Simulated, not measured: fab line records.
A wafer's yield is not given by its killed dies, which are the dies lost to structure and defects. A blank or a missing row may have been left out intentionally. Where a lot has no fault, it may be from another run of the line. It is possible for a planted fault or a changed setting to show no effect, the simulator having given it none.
Chamber matching | flow sky130 | SKY_LI_CONTACT_ETCH_15 on rie-diel-02 has 4 sister chambers
The step etches PSG in C4F8/O2/Ar, stops on Si, target depth 600 nm. 8 wafers are shown with their chamber, then 8 later ones without.

== EACH WAFER AND ITS CHAMBER ==
wafer  | chamber | oes-product-au (a.u.)
L849.5 | 2       | 0.844
L850.4 | 2       | 0.833
L860.2 | 1       | 0.834
L860.6 | 3       | 0.842
L861.1 | 0       | 0.837
L861.5 | 0       | 0.823
L861.6 | 3       | 0.832
L863.3 | 1       | 0.835

== WAFERS WHOSE CHAMBER IS MISSING ==
wafer  | oes-product-au (a.u.)
L863.4 | 0.835
L863.5 | 0.842
L864.1 | 0.838
L864.5 | 0.835
L864.6 | 0.842
L868.1 | 0.831
L868.5 | 0.838
L868.6 | 0.838

== THE CHAMBER EACH PASSED THROUGH ==
wafer  | from the rows above               | in truth
L863.4 | can't be placed: 1 or 3 or 2 or 0 | 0
L863.5 | can't be placed: 2 or 3 or 1 or 0 | 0
L864.1 | can't be placed: 2 or 3 or 1 or 0 | 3
L864.5 | can't be placed: 1 or 3 or 2 or 0 | 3
L864.6 | can't be placed: 2 or 3 or 1 or 0 | 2
L868.1 | can't be placed: 0 or 1 or 3 or 2 | 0
L868.5 | can't be placed: 2 or 3 or 1 or 0 | 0
L868.6 | can't be placed: 2 or 3 or 1 or 0 | 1
0 of 8 placed correctly. From these rows, 8 cannot be placed; in 8 the true chamber is one of the candidates. 0 placed wrongly.
How it was worked out, from the rows above alone: a wafer's distance from a chamber is the root of the sum, over the readings, of the square of ((its reading less the chamber's mean) divided by the reading's scatter). The wafer belongs to the nearest chamber; if the next one is less than 2 further off, it can't be placed. Each chamber's mean is taken over the wafers shown for it. How the scatter is found: for the shown wafers, subtract from each reading the mean of its chamber, square and add these, divide the total by (wafers less chambers), then take the root.
